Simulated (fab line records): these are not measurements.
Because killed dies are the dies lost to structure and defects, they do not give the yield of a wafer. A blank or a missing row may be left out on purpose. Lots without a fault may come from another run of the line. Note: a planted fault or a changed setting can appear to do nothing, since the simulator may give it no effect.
fab line records -- flow sky130
[record] lots = 24, wafers = 72, last-day = 50
route steps=708 shown FIELD_ISO@3 VT_ADJUST_HVTR@142 SONOS_ONO@171 VIA1@473 VIA3@576 VIA4@642
lots that met no fault: from a run of the same line without faults
start-h: hours from the record's first day to the start of the lot's first wafer shown -- wait-h: how many hours have passed since the lot's step before this one -- " same as the row above -- L1.1+2: a row that stands for several wafers -- - value missing, or start not given -- * or withheld: withheld -- < > ~ a bound
route shown NAME@n: NAME is a module with steps in the file, n the number in the route of the first one -- usual: mean and standard deviation over wafers with no fault -- same: alike in all rows -- chamber/n: place in a boat -- sites: readings site by site -- _std_site: the values' standard deviation -- _edge_site: inner sites' mean taken away from outer sites' mean -- radius-mm: for every site, how far away it sits from the centre of the wafer -- mask NAME#n: copy n -- behind: tool/chamber where the wafer was last shaped -- hold: why the lot was held/for how many hours/how that ended -- device: the transistor (n, p or np) that didn't switch -- end of line: the same wafers' tests at the end of the route -- where a step has no rows: the recipe by itself -- killed: count of dies lost to structure and defects at first sort (not the wafer's yield) -- map: shows each die of a wafer: x if killed, . if not, _ if none is there
set.NAME: the setting that was run; set.NAME@STEP: the one run at that earlier step -- model.NAME: the simulator's own value behind a step, which no gauge read
the route's steps for a sample of lots (tables are steps, rows are wafers)
services: a tool's chamber out of use, with start hour (start-h, from the record's first day; less than 0 if before it), hours out, and reason
[[steps]]
[step SKY_FIELD_ISO_THK_MEAS_02]
[recipe] reads = SiO2_of_FIELD_ISO_OXIDATION_01
[usual] FIELD_ISO_OXIDATION_00_THK = 12.37/0.23
lot.wafer,tool,chamber,start-h,wait-h,FIELD_ISO_OXIDATION_00_THK[nm]
L074.1,film-metro-01,-,12.54,0.0,12.28
L074.4,film-metro-01,-,12.54,0.0,12.14
L074.6,film-metro-01,-,12.54,0.0,12.31
L075.3,film-metro-01,-,17.35,0.0,12.58
L075.4,film-metro-01,-,17.35,0.0,12.74
L075.5,film-metro-01,-,17.35,0.0,12.83
L076.1,film-metro-02,-,23.22,0.0,12.30
L076.2,film-metro-02,-,23.22,0.0,12.08
L076.6,film-metro-02,-,23.22,0.0,12.53
L077.1,film-metro-04,-,27.18,0.0,12.36
L077.2,film-metro-04,-,27.18,0.0,12.20
L077.4,film-metro-04,-,27.18,0.0,12.38
L078.1,film-metro-04,-,32.33,0.0,12.16
L078.5,film-metro-04,-,32.33,0.0,12.22
L078.6,film-metro-04,-,32.33,0.0,11.88
L079.2,film-metro-04,-,36.83,0.0,12.59
L079.3,film-metro-04,-,36.83,0.0,12.66
L079.4,film-metro-04,-,36.83,0.0,12.73
L080.1,film-metro-02,-,42.13,0.0,12.61
L080.2,film-metro-02,-,42.13,0.0,12.57
L080.5,film-metro-02,-,42.13,0.0,12.58
L081.1,film-metro-01,-,46.64,0.0,12.20
L081.3,film-metro-01,-,46.64,0.0,12.45
L081.4,film-metro-01,-,46.64,0.0,12.35
L082.3,film-metro-04,-,53.36,0.0,12.53
L082.5,film-metro-04,-,53.36,0.0,12.58
L082.6,film-metro-04,-,53.36,0.0,12.50
L083.2,film-metro-02,-,57.57,0.0,12.38
L083.3,film-metro-02,-,57.57,0.0,12.56
L083.4,film-metro-02,-,57.57,0.0,12.54
L084.1,film-metro-04,-,61.98,0.0,12.43
L084.3,film-metro-04,-,61.98,0.0,12.45
L084.4,film-metro-04,-,61.98,0.0,12.48
L085.2,film-metro-01,-,67.75,0.0,12.08
L085.4,film-metro-01,-,67.75,0.0,11.95
L085.5,film-metro-01,-,67.75,0.0,12.18
L086.1,film-metro-02,-,72.18,0.0,12.37
L086.3,film-metro-02,-,72.18,0.0,12.34
L086.4,film-metro-02,-,72.18,0.0,12.39
L087.2,film-metro-01,-,77.89,0.0,12.51
L087.3,film-metro-01,-,77.89,0.0,12.37
L087.5,film-metro-01,-,77.89,0.0,12.62
L088.3,film-metro-01,-,82.31,0.0,12.16
L088.5,film-metro-01,-,82.31,0.0,12.34
L088.6,film-metro-01,-,82.31,0.0,11.97
L089.4,film-metro-01,-,86.66,0.0,12.54
L089.5,film-metro-01,-,86.66,0.0,12.71
L089.6,film-metro-01,-,86.66,0.0,12.53
L090.2,film-metro-04,-,92.34,0.0,12.43
L090.3,film-metro-04,-,92.34,0.0,12.35
L090.5,film-metro-04,-,92.34,0.0,12.37
L091.4,film-metro-01,-,96.74,0.0,12.29
L091.5,film-metro-01,-,96.74,0.0,12.38
L091.6,film-metro-01,-,96.74,0.0,12.41
L092.1,film-metro-01,-,101.63,0.0,12.47
L092.4,film-metro-01,-,101.63,0.0,12.81
L092.6,film-metro-01,-,101.63,0.0,12.65
L093.2,film-metro-02,-,106.64,0.0,12.33
L093.3,film-metro-02,-,106.64,0.0,12.24
L093.5,film-metro-02,-,106.64,0.0,12.05
L094.1,film-metro-02,-,111.63,0.0,12.46
L094.2,film-metro-02,-,111.63,0.0,12.51
L094.5,film-metro-02,-,111.63,0.0,12.47
L095.1,film-metro-02,-,117.04,0.0,12.00
L095.2,film-metro-02,-,117.04,0.0,11.91
L095.5,film-metro-02,-,117.04,0.0,12.08
L096.3,film-metro-01,-,121.67,0.0,12.08
L096.4,film-metro-01,-,121.67,0.0,12.17
L096.5,film-metro-01,-,121.67,0.0,12.15
L097.2,film-metro-02,-,126.97,0.0,12.05
L097.3,film-metro-02,-,126.97,0.0,12.17
L097.4,film-metro-02,-,126.97,0.0,12.20
[step SKY_VT_ADJUST_HVTR_TW_MEAS_11]
[usual] VT_ADJUST_HVTR_TW = 210.4/1.3
lot.wafer,tool,chamber,start-h,wait-h,VT_ADJUST_HVTR_TW
L074.1,film-metro-02,-,207.97,0.1,210.6
L074.4,film-metro-02,-,207.97,0.1,210.3
L074.6,film-metro-02,-,207.97,0.1,210.6
L075.3,film-metro-01,-,215.36,0.1,209.9
L075.4,film-metro-01,-,215.36,0.1,209.9
L075.5,film-metro-01,-,215.36,0.1,210.6
L076.1,film-metro-02,-,219.18,0.1,209.8
L076.2,film-metro-02,-,219.18,0.1,209.2
L076.6,film-metro-02,-,219.18,0.1,207.6
L077.1,film-metro-01,-,223.98,0.1,212.9
L077.2,film-metro-01,-,223.98,0.1,213.9
L077.4,film-metro-01,-,223.98,0.1,213.4
L078.1,film-metro-02,-,234.59,0.1,209.0
L078.5,film-metro-02,-,234.59,0.1,210.3
L078.6,film-metro-02,-,234.59,0.1,209.3
L079.2,film-metro-01,-,239.64,0.1,213.0
L079.3,film-metro-01,-,239.64,0.1,212.1
L079.4,film-metro-01,-,239.64,0.1,213.2
L080.1,film-metro-02,-,245.53,0.1,209.7
L080.2,film-metro-02,-,245.53,0.1,209.8
L080.5,film-metro-02,-,245.53,0.1,209.3
L081.1,film-metro-01,-,252.48,0.1,210.5
L081.3,film-metro-01,-,252.48,0.1,210.6
L081.4,film-metro-01,-,252.48,0.1,210.5
L082.3,film-metro-02,-,264.66,0.1,209.1
L082.5,film-metro-02,-,264.66,0.1,209.9
L082.6,film-metro-02,-,264.66,0.1,210.4
L083.2,film-metro-02,-,269.04,0.1,209.6
L083.3,film-metro-02,-,269.04,0.1,208.5
L083.4,film-metro-02,-,269.04,0.1,209.2
L084.1,film-metro-02,-,279.43,0.1,208.8
L084.3,film-metro-02,-,279.43,0.1,209.7
L084.4,film-metro-02,-,279.43,0.1,210.6
L085.2,film-metro-01,-,281.49,0.1,212.4
L085.4,film-metro-01,-,281.49,0.1,211.6
L085.5,film-metro-01,-,281.49,0.1,211.7
L086.1,film-metro-03,-,292.90,0.1,211.3
L086.3,film-metro-03,-,292.90,0.1,209.6
L086.4,film-metro-03,-,292.90,0.1,211.3
L087.2,film-metro-03,-,297.74,0.1,209.4
L087.3,film-metro-03,-,297.74,0.1,210.8
L087.5,film-metro-03,-,297.74,0.1,210.7
L088.3,film-metro-01,-,306.15,0.1,210.4
L088.5,film-metro-01,-,306.15,0.1,211.1
L088.6,film-metro-01,-,306.15,0.1,211.9
L089.4,film-metro-02,-,311.92,0.1,211.0
L089.5,film-metro-02,-,311.92,0.1,210.4
L089.6,film-metro-02,-,311.92,0.1,212.3
L090.2,film-metro-02,-,321.29,0.1,210.6
L090.3,film-metro-02,-,321.29,0.1,209.9
L090.5,film-metro-02,-,321.29,0.1,210.3
L091.4,film-metro-03,-,329.86,0.1,210.0
L091.5,film-metro-03,-,329.86,0.1,210.0
L091.6,film-metro-03,-,329.86,0.1,209.7
L092.1,film-metro-02,-,338.38,0.1,208.4
L092.4,film-metro-02,-,338.38,0.1,209.1
L092.6,film-metro-02,-,338.38,0.1,208.6
L093.2,film-metro-01,-,342.49,0.1,212.1
L093.3,film-metro-01,-,342.49,0.1,211.7
L093.5,film-metro-01,-,342.49,0.1,212.2
L094.1,film-metro-02,-,351.28,0.1,209.9
L094.2,film-metro-02,-,351.28,0.1,207.9
L094.5,film-metro-02,-,351.28,0.1,209.3
L095.1,film-metro-03,-,358.23,0.1,208.5
L095.2,film-metro-03,-,358.23,0.1,209.0
L095.5,film-metro-03,-,358.23,0.1,210.1
L096.3,film-metro-03,-,364.91,0.1,211.4
L096.4,film-metro-03,-,364.91,0.1,211.5
L096.5,film-metro-03,-,364.91,0.1,211.2
L097.2,film-metro-03,-,369.54,0.1,211.8
L097.3,film-metro-03,-,369.54,0.1,211.9
L097.4,film-metro-03,-,369.54,0.1,209.9
[step SKY_SONOS_ONO_THK_MEAS_03]
[recipe] reads = Si3N4_of_SONOS_ONO_CVD_02
[usual] SONOS_ONO_CVD_02_THK = 10.57/0.13
lot.wafer,tool,chamber,start-h,wait-h,SONOS_ONO_CVD_02_THK[nm]
L074.1,film-metro-02,-,260.25,0.0,10.66
L074.4,film-metro-02,-,260.25,0.0,10.90
L074.6,film-metro-02,-,260.25,0.0,10.70
L075.3,film-metro-01,-,265.95,0.0,10.70
L075.4,film-metro-01,-,265.95,0.0,10.67
L075.5,film-metro-01,-,265.95,0.0,10.70
L076.1,film-metro-02,-,272.42,0.0,10.70
L076.2,film-metro-02,-,272.42,0.0,10.64
L076.6,film-metro-02,-,272.42,0.0,10.63
L077.1,film-metro-04,-,275.98,0.0,10.41
L077.2,film-metro-04,-,275.98,0.0,10.36
L077.4,film-metro-04,-,275.98,0.0,10.41
L078.1,film-metro-02,-,286.84,0.0,10.58
L078.5,film-metro-02,-,286.84,0.0,10.64
L078.6,film-metro-02,-,286.84,0.0,10.76
L079.2,film-metro-04,-,291.04,0.0,10.51
L079.3,film-metro-04,-,291.04,0.0,10.55
L079.4,film-metro-04,-,291.04,0.0,10.55
L080.1,film-metro-02,-,297.93,0.0,10.50
L080.2,film-metro-02,-,297.93,0.0,10.48
L080.5,film-metro-02,-,297.93,0.0,10.56
L081.1,film-metro-04,-,305.92,0.0,10.44
L081.3,film-metro-04,-,305.92,0.0,10.51
L081.4,film-metro-04,-,305.92,0.0,10.47
L082.3,film-metro-01,-,321.31,0.0,10.52
L082.5,film-metro-01,-,321.31,0.0,10.49
L082.6,film-metro-01,-,321.31,0.0,10.59
L083.2,film-metro-02,-,324.54,0.0,10.57
L083.3,film-metro-02,-,324.54,0.0,10.51
L083.4,film-metro-02,-,324.54,0.0,10.52
L084.1,film-metro-01,-,334.53,0.0,10.65
L084.3,film-metro-01,-,334.53,0.0,10.70
L084.4,film-metro-01,-,334.53,0.0,10.69
L085.2,film-metro-02,-,337.92,0.0,10.44
L085.4,film-metro-02,-,337.92,0.0,10.42
L085.5,film-metro-02,-,337.92,0.0,10.58
L086.1,film-metro-01,-,351.39,0.0,10.52
L086.3,film-metro-01,-,351.39,0.0,10.55
L086.4,film-metro-01,-,351.39,0.0,10.39
L087.2,film-metro-01,-,356.61,0.0,10.50
L087.3,film-metro-01,-,356.61,0.0,10.45
L087.5,film-metro-01,-,356.61,0.0,10.52
L088.3,film-metro-04,-,363.24,0.0,10.67
L088.5,film-metro-04,-,363.24,0.0,10.60
L088.6,film-metro-04,-,363.24,0.0,10.69
L089.4,film-metro-04,-,370.96,0.0,10.72
L089.5,film-metro-04,-,370.96,0.0,10.66
L089.6,film-metro-04,-,370.96,0.0,10.61
L090.2,film-metro-04,-,380.21,0.0,10.27
L090.3,film-metro-04,-,380.21,0.0,10.33
L090.5,film-metro-04,-,380.21,0.0,10.34
L091.4,film-metro-04,-,391.85,0.0,10.59
L091.5,film-metro-04,-,391.85,0.0,10.60
L091.6,film-metro-04,-,391.85,0.0,10.53
L092.1,film-metro-04,-,401.78,0.0,10.62
L092.4,film-metro-04,-,401.78,0.0,10.49
L092.6,film-metro-04,-,401.78,0.0,10.59
L093.2,film-metro-04,-,406.46,0.0,10.46
L093.3,film-metro-04,-,406.46,0.0,10.58
L093.5,film-metro-04,-,406.46,0.0,10.67
L094.1,film-metro-01,-,416.16,0.0,10.46
L094.2,film-metro-01,-,416.16,0.0,10.38
L094.5,film-metro-01,-,416.16,0.0,10.34
L095.1,film-metro-04,-,422.92,0.0,10.82
L095.2,film-metro-04,-,422.92,0.0,10.76
L095.5,film-metro-04,-,422.92,0.0,10.93
L096.3,film-metro-01,-,430.27,0.0,10.67
L096.4,film-metro-01,-,430.27,0.0,10.77
L096.5,film-metro-01,-,430.27,0.0,10.75
L097.2,film-metro-01,-,433.09,0.0,10.45
L097.3,film-metro-01,-,433.09,0.0,10.58
L097.4,film-metro-01,-,433.09,0.0,10.51
[step SKY_VIA1_ETCH_15]
[recipe] target = SiO2, chemistry = C4F8/O2/Ar, target-depth-nm = 351, stop-on = TiN, mask-material = KrF-thick, source-w = 1500, bias-w = 1200, pressure-mtorr = 40, c4f8-flow-sccm = withheld, O2_flow_sccm = 6, Ar_flow_sccm = 300, time-s = 54
[usual] oes-product-au = 0.980/0.0066
lot.wafer,tool,chamber,start-h,wait-h,oes-product-au,rf-hours-counter-h
L074.1,rie-diel-03,3,795.88,0.0,0.992,40
L074.4,rie-diel-03,1,795.88,0.0,0.977,16
L074.6,rie-diel-03,2,795.88,0.0,0.985,-
L075.3,rie-diel-02,0,806.18,0.0,0.974,4
L075.4,rie-diel-02,2,806.18,0.0,0.981,10
L075.5,rie-diel-02,3,806.18,0.0,0.985,-
L076.1,rie-diel-02,1,810.58,0.0,0.986,18
L076.2,rie-diel-02,0,810.58,0.0,0.976,4
L076.6,rie-diel-02,0,810.58,0.0,0.977,-
L077.1,rie-diel-04,2,821.12,0.0,0.986,14
L077.2,rie-diel-04,1,821.12,0.0,0.980,12
L077.4,rie-diel-04,0,821.12,0.0,0.986,8
L078.1,rie-diel-02,0,828.53,0.0,0.986,5
L078.5,rie-diel-02,3,828.53,0.0,0.975,-
L078.6,rie-diel-02,0,828.53,0.0,0.974,-
L079.2,rie-diel-02,0,831.87,0.0,0.983,5
L079.3,rie-diel-02,1,831.87,0.0,0.983,19
L079.4,rie-diel-02,3,831.87,0.0,0.979,19
L080.1,rie-diel-04,3,840.68,0.0,0.977,2
L080.2,rie-diel-04,0,840.68,0.0,0.986,8
L080.5,rie-diel-04,2,840.68,0.0,0.988,-
L081.1,rie-diel-03,2,849.38,0.0,0.979,3
L081.3,rie-diel-03,3,849.38,0.0,0.981,0
L081.4,rie-diel-03,1,849.38,0.0,0.976,17
L082.3,rie-diel-03,3,861.93,0.0,0.984,1
L082.5,rie-diel-03,3,861.93,0.0,0.974,-
L082.6,rie-diel-03,0,861.93,0.0,0.986,-
L083.2,rie-diel-02,2,867.03,0.0,0.967,11
L083.3,rie-diel-02,1,867.03,0.0,0.985,20
L083.4,rie-diel-02,3,867.03,0.0,0.977,20
L084.1,rie-diel-02,1,872.73,0.0,0.985,20
L084.3,rie-diel-02,3,872.73,0.0,0.986,20
L084.4,rie-diel-02,3,872.73,0.0,0.988,-
L085.2,rie-diel-02,3,879.98,0.0,0.996,20
L085.4,rie-diel-02,0,879.98,0.0,0.977,-
L085.5,rie-diel-02,3,879.98,0.0,0.981,-
L086.1,rie-diel-03,3,886.83,0.0,0.982,2
L086.3,rie-diel-03,1,886.83,0.0,0.975,18
L086.4,rie-diel-03,2,886.83,0.0,0.991,4
L087.2,rie-diel-02,1,894.23,0.0,0.981,0
L087.3,rie-diel-02,3,894.23,0.0,0.987,21
L087.5,rie-diel-02,3,894.23,0.0,0.984,-
L088.3,rie-diel-02,2,901.47,0.0,0.966,13
L088.5,rie-diel-02,3,901.47,0.0,0.985,-
L088.6,rie-diel-02,2,901.47,0.0,0.973,-
L089.4,rie-diel-02,3,909.87,0.0,0.984,21
L089.5,rie-diel-02,3,909.87,0.0,0.985,-
L089.6,rie-diel-02,0,909.87,0.0,0.962,-
L090.2,rie-diel-04,1,914.38,0.0,0.981,15
L090.3,rie-diel-04,0,914.38,0.0,0.978,10
L090.5,rie-diel-04,1,914.38,0.0,0.980,-
L091.4,rie-diel-03,1,925.38,0.0,0.979,19
L091.5,rie-diel-03,2,925.38,0.0,0.978,-
L091.6,rie-diel-03,3,925.38,0.0,0.980,-
L092.1,rie-diel-02,2,930.58,0.0,0.978,13
L092.4,rie-diel-02,1,930.58,0.0,0.973,-
L092.6,rie-diel-02,2,930.58,0.0,0.980,-
L093.2,rie-diel-02,1,934.78,0.0,0.992,1
L093.3,rie-diel-02,0,934.78,0.0,0.975,7
L093.5,rie-diel-02,1,934.78,0.0,0.985,-
L094.1,rie-diel-03,2,943.82,0.0,0.985,6
L094.2,rie-diel-03,1,943.82,0.0,0.985,19
L094.5,rie-diel-03,1,943.82,0.0,0.990,-
L095.1,rie-diel-04,2,948.87,0.0,0.988,18
L095.2,rie-diel-04,1,948.87,0.0,0.982,16
L095.5,rie-diel-04,2,948.87,0.0,0.979,-
L096.3,rie-diel-03,0,954.53,0.0,0.979,5
L096.4,rie-diel-03,3,954.53,0.0,0.983,4
L096.5,rie-diel-03,1,954.53,0.0,0.980,-
L097.2,rie-diel-02,3,968.93,0.0,0.975,1
L097.3,rie-diel-02,0,968.93,0.0,0.969,8
L097.4,rie-diel-02,1,968.93,0.0,0.988,2
[step SKY_VIA3_BOW_MEAS_03]
[recipe] mode = bow
[usual] VIA3_BOW = 79/7.1
lot.wafer,tool,chamber,start-h,wait-h,VIA3_BOW[um]
L074.1,film-metro-03,-,907.74,0.2,76
L074.4,film-metro-03,-,907.74,0.2,81
L074.6,film-metro-03,-,907.74,0.2,90
L075.3,film-metro-02,-,917.57,0.2,74
L075.4,film-metro-02,-,917.57,0.2,79
L075.5,film-metro-02,-,917.57,0.2,73
L076.1,film-metro-04,-,921.16,0.2,79
L076.2,film-metro-04,-,921.16,0.2,85
L076.6,film-metro-04,-,921.16,0.2,83
L077.1,film-metro-03,-,932.16,0.2,80
L077.2,film-metro-03,-,932.16,0.2,83
L077.4,film-metro-03,-,932.16,0.2,84
L078.1,film-metro-03,-,938.67,0.1,73
L078.5,film-metro-03,-,938.67,0.1,79
L078.6,film-metro-03,-,938.67,0.1,81
L079.2,film-metro-04,-,941.52,0.2,71
L079.3,film-metro-04,-,941.52,0.2,79
L079.4,film-metro-04,-,941.52,0.2,74
L080.1,film-metro-03,-,950.40,0.2,80
L080.2,film-metro-03,-,950.40,0.2,69
L080.5,film-metro-03,-,950.40,0.2,75
L081.1,film-metro-04,-,956.80,0.2,72
L081.3,film-metro-04,-,956.80,0.2,74
L081.4,film-metro-04,-,956.80,0.2,80
L082.3,film-metro-02,-,969.41,0.2,76
L082.5,film-metro-02,-,969.41,0.2,67
L082.6,film-metro-02,-,969.41,0.2,72
L083.2,film-metro-03,-,974.65,0.2,76
L083.3,film-metro-03,-,974.65,0.2,80
L083.4,film-metro-03,-,974.65,0.2,65
L084.1,film-metro-04,-,979.07,0.2,87
L084.3,film-metro-04,-,979.07,0.2,82
L084.4,film-metro-04,-,979.07,0.2,80
L085.2,film-metro-03,-,984.99,0.1,75
L085.4,film-metro-03,-,984.99,0.1,81
L085.5,film-metro-03,-,984.99,0.1,75
L086.1,film-metro-03,-,991.78,0.1,75
L086.3,film-metro-03,-,991.78,0.1,76
L086.4,film-metro-03,-,991.78,0.1,58
L087.2,film-metro-03,-,999.58,0.1,82
L087.3,film-metro-03,-,999.58,0.1,88
L087.5,film-metro-03,-,999.58,0.1,86
L088.3,film-metro-02,-,1006.27,0.3,90
L088.5,film-metro-02,-,1006.27,0.3,73
L088.6,film-metro-02,-,1006.27,0.3,80
L089.4,film-metro-04,-,1014.68,0.2,85
L089.5,film-metro-04,-,1014.68,0.2,84
L089.6,film-metro-04,-,1014.68,0.2,85
L090.2,film-metro-04,-,1018.24,0.2,70
L090.3,film-metro-04,-,1018.24,0.2,75
L090.5,film-metro-04,-,1018.24,0.2,67
L091.4,film-metro-03,-,1027.75,0.2,72
L091.5,film-metro-03,-,1027.75,0.2,79
L091.6,film-metro-03,-,1027.75,0.2,78
L092.1,film-metro-03,-,1031.99,0.1,92
L092.4,film-metro-03,-,1031.99,0.1,78
L092.6,film-metro-03,-,1031.99,0.1,83
L093.2,film-metro-04,-,1037.22,0.2,69
L093.3,film-metro-04,-,1037.22,0.2,102
L093.5,film-metro-04,-,1037.22,0.2,78
L094.1,film-metro-04,-,1044.66,0.2,88
L094.2,film-metro-04,-,1044.66,0.2,72
L094.5,film-metro-04,-,1044.66,0.2,82
L095.1,film-metro-03,-,1049.88,0.2,88
L095.2,film-metro-03,-,1049.88,0.2,79
L095.5,film-metro-03,-,1049.88,0.2,83
L096.3,film-metro-02,-,1054.43,0.2,76
L096.4,film-metro-02,-,1054.43,0.2,75
L096.5,film-metro-02,-,1054.43,0.2,90
L097.2,film-metro-04,-,1067.31,0.3,97
L097.3,film-metro-04,-,1067.31,0.3,93
L097.4,film-metro-04,-,1067.31,0.3,82
[step SKY_VIA4_BOW_MEAS_03]
[recipe] mode = bow
[usual] VIA4_BOW = 80/7.8
lot.wafer,tool,chamber,start-h,wait-h,VIA4_BOW[um]
L074.1,film-metro-02,-,984.24,0.2,80
L074.4,film-metro-02,-,984.24,0.2,83
L074.6,film-metro-02,-,984.24,0.2,91
L075.3,film-metro-01,-,994.65,0.1,74
L075.4,film-metro-01,-,994.65,0.1,81
L075.5,film-metro-01,-,994.65,0.1,76
L076.1,film-metro-02,-,998.61,0.2,79
L076.2,film-metro-02,-,998.61,0.2,86
L076.6,film-metro-02,-,998.61,0.2,83
L077.1,film-metro-01,-,1006.95,0.2,88
L077.2,film-metro-01,-,1006.95,0.2,89
L077.4,film-metro-01,-,1006.95,0.2,89
L078.1,film-metro-01,-,1014.78,0.1,76
L078.5,film-metro-01,-,1014.78,0.1,83
L078.6,film-metro-01,-,1014.78,0.1,86
L079.2,film-metro-04,-,1017.25,0.3,72
L079.3,film-metro-04,-,1017.25,0.3,81
L079.4,film-metro-04,-,1017.25,0.3,76
L080.1,film-metro-04,-,1026.80,0.1,77
L080.2,film-metro-04,-,1026.80,0.1,66
L080.5,film-metro-04,-,1026.80,0.1,71
L081.1,film-metro-02,-,1031.24,0.2,71
L081.3,film-metro-02,-,1031.24,0.2,73
L081.4,film-metro-02,-,1031.24,0.2,79
L082.3,film-metro-04,-,1042.49,0.2,77
L082.5,film-metro-04,-,1042.49,0.2,67
L082.6,film-metro-04,-,1042.49,0.2,74
L083.2,film-metro-01,-,1048.73,0.2,74
L083.3,film-metro-01,-,1048.73,0.2,80
L083.4,film-metro-01,-,1048.73,0.2,64
L084.1,film-metro-01,-,1052.22,0.2,87
L084.3,film-metro-01,-,1052.22,0.2,84
L084.4,film-metro-01,-,1052.22,0.2,79
L085.2,film-metro-01,-,1058.12,0.1,80
L085.4,film-metro-01,-,1058.12,0.1,84
L085.5,film-metro-01,-,1058.12,0.1,80
L086.1,film-metro-01,-,1064.05,0.2,76
L086.3,film-metro-01,-,1064.05,0.2,76
L086.4,film-metro-01,-,1064.05,0.2,59
L087.2,film-metro-01,-,1071.68,0.1,89
L087.3,film-metro-01,-,1071.68,0.1,94
L087.5,film-metro-01,-,1071.68,0.1,92
L088.3,film-metro-01,-,1076.81,0.2,90
L088.5,film-metro-01,-,1076.81,0.2,75
L088.6,film-metro-01,-,1076.81,0.2,80
L089.4,film-metro-04,-,1083.74,0.2,89
L089.5,film-metro-04,-,1083.74,0.2,89
L089.6,film-metro-04,-,1083.74,0.2,90
L090.2,film-metro-04,-,1088.17,0.2,67
L090.3,film-metro-04,-,1088.17,0.2,71
L090.5,film-metro-04,-,1088.17,0.2,64
L091.4,film-metro-01,-,1096.14,0.3,74
L091.5,film-metro-01,-,1096.14,0.3,82
L091.6,film-metro-01,-,1096.14,0.3,80
L092.1,film-metro-04,-,1100.15,0.2,93
L092.4,film-metro-04,-,1100.15,0.2,79
L092.6,film-metro-04,-,1100.15,0.2,85
L093.2,film-metro-02,-,1104.57,0.1,68
L093.3,film-metro-02,-,1104.57,0.1,101
L093.5,film-metro-02,-,1104.57,0.1,77
L094.1,film-metro-04,-,1112.43,0.1,92
L094.2,film-metro-04,-,1112.43,0.1,77
L094.5,film-metro-04,-,1112.43,0.1,86
L095.1,film-metro-01,-,1117.87,0.2,90
L095.2,film-metro-01,-,1117.87,0.2,79
L095.5,film-metro-01,-,1117.87,0.2,83
L096.3,film-metro-01,-,1120.52,0.2,79
L096.4,film-metro-01,-,1120.52,0.2,76
L096.5,film-metro-01,-,1120.52,0.2,92
L097.2,film-metro-04,-,1131.87,0.3,99
L097.3,film-metro-04,-,1131.87,0.3,94
L097.4,film-metro-04,-,1131.87,0.3,83
[[services]]
tool,chamber,start-h,hours,kind
rie-diel-02,2,785.07,9.5,repair
rie-diel-02,1,786.28,3.0,repair
rie-diel-03,-,796.94,14.6,pm
rie-diel-04,0,797.27,1.7,repair
rie-diel-03,3,811.54,-,clean
rie-diel-03,3,811.54,24.9,scheduled-down
rie-diel-03,3,811.54,24.9,vent-cycle
rie-diel-02,0,868.93,6.9,repair
rie-diel-02,1,875.82,-,clean
rie-diel-02,1,875.82,16.6,scheduled-down
rie-diel-02,1,875.82,16.6,vent-cycle
rie-diel-02,0,889.45,15.2,repair
rie-diel-03,-,903.10,2.4,repair
rie-diel-02,1,912.12,11.6,repair
rie-diel-02,3,923.77,-,clean
rie-diel-02,3,923.77,18.8,scheduled-down
rie-diel-02,3,923.77,18.8,vent-cycle
rie-diel-04,-,933.69,2.8,pm
rie-diel-02,1,934.96,5.9,repair
rie-diel-03,3,964.97,1.3,repair
[[key]]
fault none
